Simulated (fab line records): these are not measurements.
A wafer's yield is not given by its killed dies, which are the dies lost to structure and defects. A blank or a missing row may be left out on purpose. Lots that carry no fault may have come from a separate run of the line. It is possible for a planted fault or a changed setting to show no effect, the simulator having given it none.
fab line records	flow sky130
record lots=5	wafers=15	lastDay=48
route steps=708 shown VIA3@575 METAL4@598 CAP2M@603 PAD_OPEN@708
lots with no fault: from the same line, run without faults
startH: hours from the record's first day to the start of the lot's first wafer shown	waitH: time in hours since the lot's previous step	" same as the row above	L1.1+2: several wafers, shown together as one row	- value missing, or start not given	* or withheld: withheld	< > ~ a bound
route shown NAME@n: NAME is a module with steps in the file, n the number in the route of the first one	usual: average and standard deviation across the fault-free wafers	same: alike in all rows	chamber/n: place in a boat	sites: per-site readings	_std_site: the values' standard deviation	_edge_site: mean of outer sites minus mean of inner sites	radiusMm: for every site, how far away it sits from the centre of the wafer	mask NAME#n: copy n	behind: the most recent tool/chamber to have shaped the wafer	hold: what put the lot on hold/how long, in hours/how the hold closed	device: which transistor (n, p or np) failed to switch	end of line: tests run on the same wafers once the route is complete	for a step that has no rows: nothing shown but its recipe	killed: not the wafer's yield, but the dies lost to structure and defects at the first sort	map: dies across one wafer; x = killed, . = not, _ = none there
set.NAME: setting as actually run; set.NAME@STEP: the setting as run at that earlier step	model.NAME: the simulator's own value behind a step, which no gauge read
lots at some steps of the route; a table a step, a row a wafer
services: the hour from which a tool's chamber was out of use, counted from the record's first day as startH (under 0 if before that day), plus the number of hours and why
## steps
# step SKY_VIA3_CMP_02
# recipe material=SiO2	downForcePsi=4	platenRpm=60	padVelocityMS=0.94248
# step SKY_VIA3_BOW_MEAS_03
# recipe mode=bow
# usual VIA3_BOW=81/7.9
lot.wafer	tool	chamber	startH	waitH	VIA3_BOW[um]
L676.4	filmMetro-02	-	914.60	0.2	64
L676.5	"	-	"	"	83
L676.6	"	-	"	"	75
L677.3	filmMetro-01	-	920.09	0.3	81
L677.5	"	-	"	"	80
L677.6	"	-	"	"	65
L680.1	filmMetro-02	-	933.54	0.2	89
L680.3	"	-	"	"	101
L680.6	"	-	"	"	93
L687.3	filmMetro-02	-	995.60	0.2	84
L687.4	"	-	"	"	72
L687.5	"	-	"	"	78
L690.2	filmMetro-04	-	1003.17	0.2	91
L690.3	"	-	"	"	83
L690.6	"	-	"	"	76
# step SKY_VIA3_DEHYDRATE_04
# recipe tempC=200	timeS=60
# step SKY_VIA3_HMDS_05
# recipe primeTimeS=60	primeTempC=120
# step SKY_VIA3_COAT_06
# recipe resist=BARC	tempC=withheld	timeS=withheld	spinRpm=3000	resistThkNm=60
# step SKY_VIA3_COAT_07
# recipe resist=KrF-thick	spinRpm=3000	resistThkNm=450
# step SKY_VIA3_SOFTBAKE_08
# recipe tempC=100	timeS=90	resist=KrF-thick
# step SKY_VIA3_EXPOSE_09
# recipe maskId=VIM3	na=0.8	sourceShape=annular	sigmaInner=0.55	sigmaOuter=0.85	targetCdNm=200	doseMj=38
# step SKY_VIA3_PEB_10
# recipe pebTempC=withheld	pebTimeS=withheld	resist=KrF-thick
# step SKY_VIA3_DEVELOP_11
# recipe developTimeS=60	resist=KrF-thick	devTempC=21
# step SKY_VIA3_CD_MEAS_12
# recipe targetCdNm=200
# usual cdNm=200.0/1.5
lot.wafer	tool	chamber	startH	waitH	cdNm
L676.4	cdSem-01	-	938.87	-	203.8
L676.5	"	-	"	"	201.6
L676.6	"	-	"	"	201.0
L677.3	cdSem-01	-	944.80	-	199.9
L677.5	"	-	"	"	197.3
L677.6	"	-	"	"	198.5
L680.1	cdSem-02	-	957.61	-	197.9
L680.3	"	-	"	"	196.8
L680.6	"	-	"	"	197.4
L687.3	cdSem-01	-	1018.61	-	198.7
L687.4	"	-	"	"	200.7
L687.5	"	-	"	"	199.6
L690.2	cdSem-02	-	1026.09	-	201.7
L690.3	"	-	"	"	200.2
L690.6	"	-	"	"	200.6
# step SKY_VIA3_OVL_MEAS_13
# usual VIA3_OVL=-1/5.3
lot.wafer	tool	chamber	startH	waitH	VIA3_OVL[nm]
L676.4	overlay-02	-	938.95	0.1	-8
L676.5	"	-	"	"	-5
L676.6	"	-	"	"	-3
L677.3	overlay-02	-	944.91	0.1	1
L677.5	"	-	"	"	-1
L677.6	"	-	"	"	-3
L680.1	overlay-02	-	957.73	0.1	-6
L680.3	"	-	"	"	-4
L680.6	"	-	"	"	0
L687.3	overlay-01	-	1018.70	0.1	1
L687.4	"	-	"	"	-7
L687.5	"	-	"	"	1
L690.2	overlay-02	-	1026.19	0.1	-2
L690.3	"	-	"	"	-6
L690.6	"	-	"	"	-6
# step SKY_VIA3_ETCH_14
# recipe chemistry=N2/H2	target=BARC	ionEnergyEv=200	sourceW=500	biasW=100	pressureMtorr=30	n2FlowSccm=100	h2FlowSccm=200	stopOn=SiO2	timeS=45.9	targetDepthA=600
# usual drypumpMotorCurrentA=6.0/0.46	h2FlowSccm=200.0/0.62	n2FlowSccm=100.0/0.31	oesProductAu=0.855/0.0052	throttleValvePct=13.226/0.0088
lot.wafer	tool	chamber	startH	waitH	drypumpMotorCurrentA	h2FlowSccm	n2FlowSccm	oesProductAu	rfHoursCounterH	throttleValvePct
L676.4	rieDiel-04	3	938.97	0.0	6.6	201.0	99.2	0.851	6	13.214
L676.5	"	1	"	"	5.7	199.9	100.0	0.853	-	13.221
L676.6	"	0	"	"	5.6	200.9	100.8	0.854	-	13.226
L677.3	rieDiel-03	3	944.94	0.0	6.3	198.7	100.3	0.860	19	13.219
L677.5	"	1	"	"	6.2	201.2	99.9	0.855	-	13.238
L677.6	"	0	"	"	5.9	199.6	99.7	0.862	-	13.239
L680.1	rieDiel-01	2	957.77	0.0	5.7	199.4	100.2	0.857	14	13.223
L680.3	"	1	"	"	5.4	199.2	100.1	0.852	21	13.233
L680.6	"	1	"	"	5.4	199.8	99.8	0.857	-	13.225
L687.3	rieDiel-03	1	1018.72	0.0	6.3	200.9	100.0	0.856	1	13.223
L687.4	"	3	"	"	6.3	199.7	100.3	0.857	-	13.214
L687.5	"	2	"	"	6.3	201.2	99.8	0.851	-	13.226
L690.2	rieDiel-03	3	1026.22	0.0	6.3	200.4	99.9	0.853	22	13.235
L690.3	"	1	"	"	6.2	199.4	99.6	0.853	1	13.223
L690.6	"	2	"	"	6.3	200.0	100.0	0.864	-	13.245
# step SKY_VIA3_ETCH_15
# recipe target=SiO2	chemistry=C4F8/O2/Ar	targetDepthNm=507	stopOn=TiN	maskMaterial=KrF-thick	sourceW=1500	biasW=1200	pressureMtorr=40	c4f8FlowSccm=withheld	O2_flow_sccm=6	Ar_flow_sccm=300	timeS=78
# step SKY_VIA3_STRIP_16
# recipe chemistry=O2/N2	powerW=1400	pressureMtorr=1500	platenTempC=withheld	o2FlowSccm=3000	n2FlowSccm=300	overashFraction=0.5
# step SKY_VIA3_STRIP_17
# recipe chemistry=postEtchResidueRemover	timeS=1200	tempC=72.5
# step SKY_VIA3_CLEAN_18
# recipe chemistry=IPA	timeS=180	tempC=25
# step SKY_VIA3_CLEAN_19
# recipe chemistry=O3/DIW	dry=n2Spin
# step SKY_VIA3_SPUTTER_20
# recipe material=TiN	targetThkNm=20	chamberPressurePa=5	powerW=4000	timeS=80
# usual throttleValvePct=29.9/1.2
lot.wafer	tool	chamber	startH	waitH	throttleValvePct
L676.4	pvdSputter-03	-	939.66	0.0	29.6
L676.5	"	-	"	"	31.3
L676.6	"	-	"	"	29.7
L677.3	pvdSputter-04	-	945.63	0.0	28.2
L677.5	"	-	"	"	28.8
L677.6	"	-	"	"	31.7
L680.1	pvdSputter-04	-	958.46	0.0	29.0
L680.3	"	-	"	"	28.3
L680.6	"	-	"	"	28.8
L687.3	pvdSputter-02	-	1019.42	0.0	30.1
L687.4	"	-	"	"	31.3
L687.5	"	-	"	"	31.1
L690.2	pvdSputter-02	-	1026.95	0.0	31.1
L690.3	"	-	"	"	29.6
L690.6	"	-	"	"	29.9
# step SKY_VIA3_CVD_21
# recipe material=W	targetThkNm=390	timeS=117.31	tempC=400	pressureTorr=40
# usual chamberPressureTorr=40.02/0.09	heaterPowerW=843/44
lot.wafer	tool	chamber	startH	waitH	chamberPressureTorr	heaterPowerW
L676.4	cvdW-01	0	939.77	0.1	39.90	789
L676.5	"	0	"	"	39.93	817
L676.6	"	1	"	"	40.07	914
L677.3	cvdW-01	0	945.73	0.1	40.01	813
L677.5	"	0	"	"	40.02	794
L677.6	"	1	"	"	39.99	907
L680.1	cvdW-01	1	958.52	0.0	40.01	915
L680.3	"	1	"	"	39.99	895
L680.6	"	0	"	"	40.02	800
L687.3	cvdW-01	0	1019.52	0.1	39.94	828
L687.4	"	1	"	"	39.96	909
L687.5	"	1	"	"	39.96	921
L690.2	cvdW-02	0	1027.02	0.0	39.91	803
L690.3	"	0	"	"	39.91	825
L690.6	"	1	"	"	40.03	828
# step SKY_VIA3_RS_MEAS_22
# recipe thkMeasGauge=four-point-probe	reads=W_of_VIA3_CVD_21+TiN_of_VIA3_SPUTTER_20
# usual VIA3_W_RS=0.293/0.0041
lot.wafer	tool	chamber	startH	waitH	VIA3_W_RS[ohm/sq]
L676.4	filmMetro-01	-	940.00	0.2	0.294
L676.5	"	-	"	"	0.289
L676.6	"	-	"	"	0.292
L677.3	filmMetro-04	-	945.85	0.1	0.294
L677.5	"	-	"	"	0.294
L677.6	"	-	"	"	0.290
L680.1	filmMetro-01	-	958.64	0.1	0.293
L680.3	"	-	"	"	0.293
L680.6	"	-	"	"	0.295
L687.3	filmMetro-02	-	1019.64	0.1	0.299
L687.4	"	-	"	"	0.296
L687.5	"	-	"	"	0.296
L690.2	filmMetro-01	-	1027.16	0.1	0.290
L690.3	"	-	"	"	0.294
L690.6	"	-	"	"	0.287
# step SKY_VIA3_THK_MEAS_23
# recipe thkMeasGauge=xrf	reads=W_of_VIA3_CVD_21
# usual VIA3_W_THK=381/6
lot.wafer	tool	chamber	startH	waitH	VIA3_W_THK[nm]
L676.4	filmMetro-01	-	940.09	0.1	379
L676.5	"	-	"	"	384
L676.6	"	-	"	"	380
L677.3	filmMetro-04	-	945.95	0.1	374
L677.5	"	-	"	"	372
L677.6	"	-	"	"	380
L680.1	filmMetro-01	-	958.76	0.1	380
L680.3	"	-	"	"	382
L680.6	"	-	"	"	374
L687.3	filmMetro-02	-	1019.74	0.1	375
L687.4	"	-	"	"	377
L687.5	"	-	"	"	379
L690.2	filmMetro-01	-	1027.27	0.1	384
L690.3	"	-	"	"	381
L690.6	"	-	"	"	391
# step SKY_VIA3_CMP_24
# recipe stopOn=SiO2	tOverpolishS=20	downForcePsi=3.5	platenRpm=60	targetThkNm=0	padVelocityMS=0.94248
# step SKY_METAL4_SPUTTER_00
# recipe material=Ti	targetThkNm=15	powerW=3000	timeS=10	chamberPressurePa=0.4
# usual throttleValvePct=30.1/1
lot.wafer	tool	chamber	startH	waitH	throttleValvePct
L676.4	pvdSputter-02	-	940.71	0.2	29.4
L676.5	"	-	"	"	31.5
L676.6	"	-	"	"	30.0
L677.3	pvdSputter-03	-	946.29	0.2	28.2
L677.5	"	-	"	"	30.6
L677.6	"	-	"	"	28.0
L680.1	pvdSputter-02	-	959.12	0.2	29.9
L680.3	"	-	"	"	29.5
L680.6	"	-	"	"	31.6
L687.3	pvdSputter-03	-	1020.08	0.1	31.2
L687.4	"	-	"	"	30.9
L687.5	"	-	"	"	30.8
L690.2	pvdSputter-03	-	1027.62	0.1	29.5
L690.3	"	-	"	"	30.8
L690.6	"	-	"	"	29.5
# step SKY_METAL4_SPUTTER_01
# recipe material=TiN	targetThkNm=20	powerW=6500	timeS=16.7	chamberPressurePa=0.4
# step SKY_METAL4_SPUTTER_02
# recipe material=AlCu	targetThkNm=735	powerW=10600	timeS=39.1	chamberPressurePa=0.4
# step SKY_METAL4_SPUTTER_03
# recipe material=Ti	targetThkNm=5	powerW=3000	timeS=3.3	chamberPressurePa=0.4
# usual throttleValvePct=30.1/1
lot.wafer	tool	chamber	startH	waitH	throttleValvePct
L676.4	pvdSputter-02	-	940.80	0.0	29.2
L676.5	"	-	"	"	31.2
L676.6	"	-	"	"	30.0
L677.3	pvdSputter-03	-	946.38	0.0	28.2
L677.5	"	-	"	"	30.9
L677.6	"	-	"	"	28.5
L680.1	pvdSputter-02	-	959.21	0.0	30.2
L680.3	"	-	"	"	29.3
L680.6	"	-	"	"	31.5
L687.3	pvdSputter-03	-	1020.17	0.0	31.2
L687.4	"	-	"	"	30.8
L687.5	"	-	"	"	30.6
L690.2	pvdSputter-03	-	1027.70	0.0	29.6
L690.3	"	-	"	"	30.6
L690.6	"	-	"	"	29.7
# step SKY_METAL4_SPUTTER_04
# recipe material=TiN	targetThkNm=70	powerW=6500	timeS=58.3	chamberPressurePa=0.4
# usual throttleValvePct=30.1/1
lot.wafer	tool	chamber	startH	waitH	throttleValvePct
L676.4	pvdSputter-02	-	940.82	0.0	29.3
L676.5	"	-	"	"	31.1
L676.6	"	-	"	"	30.0
L677.3	pvdSputter-03	-	946.40	0.0	28.3
L677.5	"	-	"	"	30.9
L677.6	"	-	"	"	28.2
L680.1	pvdSputter-02	-	959.23	0.0	30.1
L680.3	"	-	"	"	29.4
L680.6	"	-	"	"	31.4
L687.3	pvdSputter-03	-	1020.19	0.0	31.2
L687.4	"	-	"	"	30.8
L687.5	"	-	"	"	30.7
L690.2	pvdSputter-03	-	1027.72	0.0	29.7
L690.3	"	-	"	"	30.9
L690.6	"	-	"	"	29.6
# step SKY_CAP2M_CVD_00
# recipe material=SiO2	targetThkNm=15.5	tempC=400	timeS=withheld	rfW=450
# step SKY_CAP2M_THK_MEAS_01
# recipe reads=SiO2_of_CAP2M_CVD_00
# usual CAP2M_CVD_00_THK=15.51/0.23
lot.wafer	tool	chamber	startH	waitH	CAP2M_CVD_00_THK[nm]
L676.4	filmMetro-01	-	940.92	-	15.84
L676.5	"	-	"	"	15.86
L676.6	"	-	"	"	15.95
L677.3	filmMetro-01	-	946.49	-	15.52
L677.5	"	-	"	"	15.59
L677.6	"	-	"	"	15.69
L680.1	filmMetro-03	-	959.30	-	15.31
L680.3	"	-	"	"	15.11
L680.6	"	-	"	"	15.29
L687.3	filmMetro-02	-	1020.28	-	15.43
L687.4	"	-	"	"	15.41
L687.5	"	-	"	"	15.47
L690.2	filmMetro-03	-	1027.80	-	15.18
L690.3	"	-	"	"	15.32
L690.6	"	-	"	"	15.28
# step SKY_CAP2M_SPUTTER_02
# recipe material=TiN	targetThkNm=200	tempC=300	powerW=6500	timeS=166.7	chamberPressurePa=0.4
# step SKY_CAP2M_RS_MEAS_03
# recipe thkMeasGauge=four-point-probe	reads=TiN_of_CAP2M_SPUTTER_02
# usual CAP2M_TIN_RS=6.87/0.078
lot.wafer	tool	chamber	startH	waitH	CAP2M_TIN_RS[ohm/sq]
L676.4	filmMetro-01	-	941.12	0.1	6.92
L676.5	"	-	"	"	6.89
L676.6	"	-	"	"	6.80
L677.3	filmMetro-03	-	946.68	0.1	6.84
L677.5	"	-	"	"	6.84
L677.6	"	-	"	"	6.97
L680.1	filmMetro-02	-	959.47	0.1	6.92
L680.3	"	-	"	"	6.91
L680.6	"	-	"	"	6.87
L687.3	filmMetro-03	-	1020.47	0.1	6.68
L687.4	"	-	"	"	6.73
L687.5	"	-	"	"	6.70
L690.2	filmMetro-01	-	1027.98	0.1	6.88
L690.3	"	-	"	"	6.79
L690.6	"	-	"	"	6.93
# step SKY_CAP2M_THK_MEAS_04
# recipe thkMeasGauge=xrf	reads=TiN_of_CAP2M_SPUTTER_02
# usual CAP2M_TIN_THK=196.1/2.1
lot.wafer	tool	chamber	startH	waitH	CAP2M_TIN_THK[nm]
L676.4	filmMetro-01	-	941.21	0.1	195.8
L676.5	"	-	"	"	196.0
L676.6	"	-	"	"	198.4
L677.3	filmMetro-03	-	946.78	0.1	198.1
L677.5	"	-	"	"	197.4
L677.6	"	-	"	"	194.9
L680.1	filmMetro-02	-	959.59	0.1	193.4
L680.3	"	-	"	"	194.8
L680.6	"	-	"	"	195.4
L687.3	filmMetro-03	-	1020.57	0.1	200.5
L687.4	"	-	"	"	199.6
L687.5	"	-	"	"	199.6
L690.2	filmMetro-01	-	1028.09	0.1	197.0
L690.3	"	-	"	"	199.2
L690.6	"	-	"	"	194.0
# step SKY_CAP2M_DEHYDRATE_05
# recipe tempC=200	timeS=60
# step SKY_CAP2M_HMDS_06
# recipe primeTimeS=60	primeTempC=120
# step SKY_CAP2M_COAT_07
# recipe resist=NOVOLAK	spinRpm=3000	resistThkNm=1140
# step SKY_CAP2M_SOFTBAKE_08
# recipe tempC=90	timeS=60	resist=NOVOLAK
# step SKY_CAP2M_EXPOSE_09
# recipe maskId=CAP2M	na=0.6	sourceShape=conventional	sigmaOuter=0.6	polarization=unpolarized	targetCdNm=1000	doseMj=159
# step SKY_CAP2M_PEB_10
# recipe tempC=withheld	timeS=*	resist=NOVOLAK
# step SKY_CAP2M_DEVELOP_11
# recipe resist=NOVOLAK	developer=TMAH	developTimeS=60	devTempC=23
# step SKY_CAP2M_OVL_MEAS_12
# usual CAP2M_OVL=-0.5/1.1
lot.wafer	tool	chamber	startH	waitH	CAP2M_OVL[nm]
L676.4	overlay-02	-	964.78	0.1	-0.4
L676.5	"	-	"	"	1.5
L676.6	"	-	"	"	-1.2
L677.3	overlay-02	-	970.03	0.1	-1.6
L677.5	"	-	"	"	-0.6
L677.6	"	-	"	"	-0.5
L680.1	overlay-02	-	982.51	0.1	-1.5
L680.3	"	-	"	"	-1.0
L680.6	"	-	"	"	0.6
L687.3	overlay-02	-	1042.63	0.1	0.9
L687.4	"	-	"	"	0.0
L687.5	"	-	"	"	-1.9
L690.2	overlay-02	-	1049.62	0.1	0.0
L690.3	"	-	"	"	0.0
L690.6	"	-	"	"	-1.1
# step SKY_CAP2M_METAL_ETCH_13
# recipe targetDepthNm=220	stopOn=SiO2	chemistry=Cl2/BCl3	target=TiN	pressureMtorr=10	icpW=900	biasW=48.5	Cl2_flow_sccm=60	bcl3FlowSccm=30	timeS=62.9
# step SKY_PAD_OPEN_PROBE_99
# usual defectLimitedYield=82.5/1.9	killed_at_M0_to_M3=43/6.8	killed_at_M4_up=3.2/1.8	killedAtContacts=24/6.2	killedAtFrontEnd=15/4.7	killedAtOther=0.4/0.63	killedDies=86/9.6	killedOnRim=17/3.9	killedOpen=47/6.9	killedShort=39/6.3	sort_bin_3_pad_short=0.9/0.46	sort_bin_5_function=10.5/1.5	sort_bin_6_memory=6.1/1.1	sortNPass=406/9.6	sortYieldPct=82.5/1.9
# same grossDies=492	killedAtBackSide=0	sort_bin_4_leakage[%]=0	sort_bin_8_speed[%]=0
lot.wafer	tool	chamber	startH	waitH	defectLimitedYield[%]	killed_at_M0_to_M3	killed_at_M4_up	killedAtContacts	killedAtFrontEnd	killedAtOther	killedDies	killedOnRim	killedOpen	killedShort	sort_bin_3_pad_short[%]	sort_bin_5_function[%]	sort_bin_6_memory[%]	sortNPass	sortYieldPct[%]	model.etest.tester.sortNPass	model.etest.tester.sortYieldPct	model.etest.tester.sort_bin_5_pct	model.etest.tester.sort_bin_3_pct
L676.4	prober-02	-	1080.63	0.2	85.0	36	2	22	14	0	74	15	44	29	0.4	7.9	6.7	418	85.0	418	84.96	7.927	0.4065
L676.5	prober-02	-	1080.68	0.2	83.3	40	0	31	11	0	82	15	47	35	0.6	10.0	6.1	410	83.3	410	83.33	9.959	0.6098
L676.6	prober-02	-	1080.73	0.2	80.1	47	2	36	13	0	98	18	59	39	1.6	12.0	6.3	394	80.1	394	80.08	11.99	1.626
L677.3	prober-01	-	1087.96	0.2	81.7	34	6	34	14	2	90	16	50	38	1.4	11.6	5.3	402	81.7	402	81.71	11.59	1.423
L677.5	prober-01	-	1088.06	0.2	80.9	61	2	17	11	3	94	14	50	41	1.0	11.4	6.7	398	80.9	398	80.89	11.38	1.016
L677.6	prober-01	-	1088.11	0.2	80.3	45	7	23	20	2	97	21	46	49	0.8	10.8	8.1	395	80.3	395	80.28	10.77	0.813
L680.1	prober-01	-	1099.49	0.1	83.3	48	3	14	17	0	82	16	52	30	0.8	11.2	4.7	410	83.3	410	83.33	11.18	0.813
L680.3	prober-01	-	1099.59	0.2	83.9	31	5	27	15	1	79	15	44	35	1.2	7.7	7.1	413	83.9	413	83.94	7.724	1.22
L680.6	prober-01	-	1099.74	0.2	80.9	42	2	32	18	0	94	20	51	43	1.2	12.0	5.9	398	80.9	398	80.89	11.99	1.22
L687.3	prober-01	-	1153.35	0.2	79.7	57	6	21	15	1	100	15	56	44	0.8	11.6	7.9	392	79.7	392	79.67	11.59	0.813
L687.4	prober-01	-	1153.40	0.2	85.0	40	1	28	5	0	74	10	46	28	1.0	8.1	5.9	418	85.0	418	84.96	8.13	1.016
L687.5	prober-01	-	1153.45	0.2	83.9	40	5	21	13	0	79	14	39	38	1.0	9.1	5.9	413	83.9	413	83.94	9.146	1.016
L690.2	prober-01	-	1157.67	0.1	83.1	41	2	30	10	0	83	16	42	40	1.0	9.1	6.7	409	83.1	409	83.13	9.146	1.016
L690.3	prober-01	-	1157.72	0.2	81.9	37	1	37	14	0	89	22	53	34	0.8	11.2	6.1	403	81.9	403	81.91	11.18	0.813
L690.6	prober-01	-	1157.87	0.2	73.0	94	3	20	16	0	133	18	43	34	4.3	16.1	6.7	359	73.0	359	72.97	16.06	4.268
# killed by level:class
L676.4 VIA1:geometricParticle:open=9 VIA3:geometricParticle:open=7 CONTACT:geometricParticle:open=7 VIA2:geometricParticle:open=7 CONTACT:geometricParticle:short=6 LI_CONTACT:geometricParticle:open=4 METAL2:geometricParticle:short=4 FIELD_ISO:geometricParticle:short=3
L676.5 CONTACT:geometricParticle:open=10 LI_CONTACT:geometricParticle:open=8 METAL1:geometricParticle:short=7 VIA3:geometricParticle:open=7 VIA2:geometricParticle:open=7 LOCAL_INTERCONNECT:geometricParticle:short=6 VIA1:geometricParticle:open=6 FIELD_ISO:geometricParticle:short=4
L676.6 CONTACT:geometricParticle:open=14 LI_CONTACT:geometricParticle:open=10 VIA1:geometricParticle:open=10 VIA2:geometricParticle:open=9 METAL3:geometricParticle:short=5 LOCAL_INTERCONNECT:geometricParticle:short=5 VIA1:geometricParticle:short=5 VIA3:geometricParticle:open=5
L677.3 CONTACT:geometricParticle:open=21 VIA1:geometricParticle:open=9 CONTACT:geometricParticle:short=7 METAL4:geometricParticle:short=6 FIELD_ISO:geometricParticle:open=5 METAL1:geometricParticle:short=5 FIELD_ISO:geometricParticle:short=4 VIA1:geometricParticle:short=4
L677.5 VIA1:geometricParticle:open=14 VIA3:geometricParticle:open=13 CONTACT:geometricParticle:open=6 CONTACT:geometricParticle:short=5 VIA1:geometricParticle:short=5 METAL1:geometricParticle:short=5 METAL2:geometricParticle:short=5 FIELD_ISO:geometricParticle:open=4
L677.6 VIA3:geometricParticle:open=9 FIELD_ISO:geometricParticle:short=6 METAL1:geometricParticle:short=6 LI_CONTACT:geometricParticle:open=6 VIA1:geometricParticle:short=6 POLY_GATE:geometricParticle:open=5 METAL2:geometricParticle:short=5 LOCAL_INTERCONNECT:geometricParticle:short=5
L680.1 VIA1:geometricParticle:open=14 VIA2:geometricParticle:open=9 POLY_GATE:geometricParticle:open=8 LI_CONTACT:geometricParticle:open=7 VIA1:geometricParticle:short=5 METAL2:geometricParticle:short=5 VIA3:geometricParticle:open=5 FIELD_ISO:geometricParticle:open=3
L680.3 CONTACT:geometricParticle:open=12 VIA1:geometricParticle:open=9 LOCAL_INTERCONNECT:geometricParticle:short=7 LI_CONTACT:geometricParticle:open=6 VIA3:geometricParticle:open=5 FIELD_ISO:geometricParticle:short=4 METAL2:geometricParticle:short=4 POLY_GATE:geometricParticle:short=3
L680.6 CONTACT:geometricParticle:open=14 POLY_GATE:geometricParticle:short=9 VIA3:geometricParticle:open=9 VIA1:geometricParticle:open=8 VIA2:geometricParticle:open=7 LI_CONTACT:geometricParticle:open=5 CONTACT:geometricParticle:short=5 LI_CONTACT:geometricParticle:short=4
L687.3 CONTACT:geometricParticle:open=12 VIA3:geometricParticle:open=8 VIA2:geometricParticle:open=8 VIA1:geometricParticle:open=7 METAL2:geometricParticle:short=6 POLY_GATE:geometricParticle:open=5 VIA2:geometricParticle:short=5 METAL3:geometricParticle:short=5
L687.4 VIA1:geometricParticle:open=13 LI_CONTACT:geometricParticle:open=12 CONTACT:geometricParticle:open=9 METAL1:geometricParticle:short=7 METAL2:geometricParticle:short=4 LOCAL_INTERCONNECT:geometricParticle:short=3 CONTACT:geometricParticle:short=3 VIA3:geometricParticle:open=3
L687.5 VIA1:geometricParticle:open=8 LI_CONTACT:geometricParticle:open=7 VIA2:geometricParticle:open=7 CONTACT:geometricParticle:open=6 VIA3:geometricParticle:open=6 POLY_GATE:geometricParticle:short=5 CONTACT:geometricParticle:short=5 METAL2:geometricParticle:short=5
L690.2 VIA2:geometricParticle:open=9 LI_CONTACT:geometricParticle:open=8 CONTACT:geometricParticle:short=8 CONTACT:geometricParticle:open=8 VIA1:geometricParticle:short=7 VIA1:geometricParticle:open=7 LOCAL_INTERCONNECT:geometricParticle:short=5 METAL3:geometricParticle:short=4
L690.3 CONTACT:geometricParticle:open=16 VIA2:geometricParticle:open=10 LI_CONTACT:geometricParticle:open=7 VIA1:geometricParticle:open=7 FIELD_ISO:geometricParticle:short=6 LOCAL_INTERCONNECT:geometricParticle:short=6 VIA3:geometricParticle:open=5 METAL2:geometricParticle:short=5
L690.6 VIA3:unspecified=56 CONTACT:geometricParticle:open=10 VIA1:geometricParticle:open=9 POLY_GATE:geometricParticle:short=6 METAL2:geometricParticle:short=5 VIA2:geometricParticle:open=5 VIA3:geometricParticle:open=5 FIELD_ISO:geometricParticle:open=4
# map L690.6 (x killed, . not)
__________.........x_________
________.....x........_______
______.x.........x...x.._____
_____x......x..xxxxx.....____
____.....xxxxxxxxx.x......___
___.......x.xxxxxxxxxx..x..__
__........x.xxxxxxx........._
_x......x.xxxxxxxxxx..xx....x
_x.....x..x.xxxxxxxx...x....x
_xxx...x....xxxxxxxx....x.xx.
_x.......x..x..xx.xx..x...x..
_.......x......x.......x.x...
_x......x.......xx..xx.x..xx.
_........x...x.......x.x...xx
_x.....x.x...................
__.x.x...........x.........x_
___..........x...x.x..x....__
____..............x.x.....___
_____.x..........x.......____
______..........x......._____
________.......x..x.xx_______
__________.........._________
# map L687.3 (x killed, . not)
__________x......x.x_________
________.x....x....x.._______
______.x..xx...x..xx...._____
_____....................____
____.x.x.x......xx.....x.x___
___..x..x.......x......x...__
__....x..x..x.....x..x..x.x._
_..x...x.x....xxxxx......x...
_...x...x......x.xxxx........
_............x.......x....xx.
_..x...xx.xx.....x...........
_x..x....x.x..xx....x...x....
_...x........................
_.x.....x..x....x...x........
_..xxx..xx..x.x...x..x.......
__.........x..x......x...x.._
___x....x..................__
____...x.........x..x.....___
_____....x....xx..x..x..x____
______........x.x....x.._____
________.....x........_______
__________...x..x..._________
## services
tool	chamber	startH	hours	kind
cvdW-01	0	918.12	-	clean
cvdW-01	1	918.12	-	clean
rieDiel-01	3	945.74	12.3	repair
rieDiel-04	-	949.80	2.8	pm
pvdSputter-03	-	951.90	0.8	repair
pvdSputter-04	-	953.45	2.4	repair
pvdSputter-03	0	958.13	-	consumableReplace:kit
pvdSputter-03	0	958.13	18.0	scheduledDown
pvdSputter-03	0	958.13	18.0	ventCycle
rieDiel-03	0	961.50	7.7	repair
pvdSputter-03	-	964.66	6.2	repair
rieDiel-01	2	965.29	5.4	repair
rieDiel-03	1	973.82	-	clean
rieDiel-03	1	973.82	22.8	scheduledDown
rieDiel-03	1	973.82	22.8	ventCycle
cvdW-02	1	990.66	7.4	repair
rieDiel-03	0	1008.67	14.2	repair
pvdSputter-02	-	1019.72	1.9	repair
cvdW-01	-	1020.37	2.5	repair
pvdSputter-04	1	1022.40	-	consumableReplace:kit
pvdSputter-04	1	1022.40	18.0	scheduledDown
pvdSputter-02	3	1026.30	-	consumableReplace:kit
pvdSputter-02	3	1026.30	18.0	scheduledDown
pvdSputter-02	3	1026.30	18.0	ventCycle
## key
firstSign step=SKY_PAD_OPEN_PROBE_99	reading=killed_at_M0_to_M3	direction=up	sigmas=7.5	usual=43	struck=94
effect step=SKY_PAD_OPEN_PROBE_99	reading=sort_bin_3_pad_short	direction=up	sigmas=7.4	usual=0.9	struck=4.3
modelEffect step=SKY_PAD_OPEN_PROBE_99	value=etest.tester.sortNPass	without=407	struck=359
metAt SKY_VIA3_ETCH_14
struckWafers L690.6
onsetBetween 1018.72 1026.22
fault kind=chamberParticleSource	tool=rieDiel-03	chamber=2	onsetH=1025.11	steps=SKY_VIA3_ETCH_14	ratePerVisitCm2=1.0319	endH=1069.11
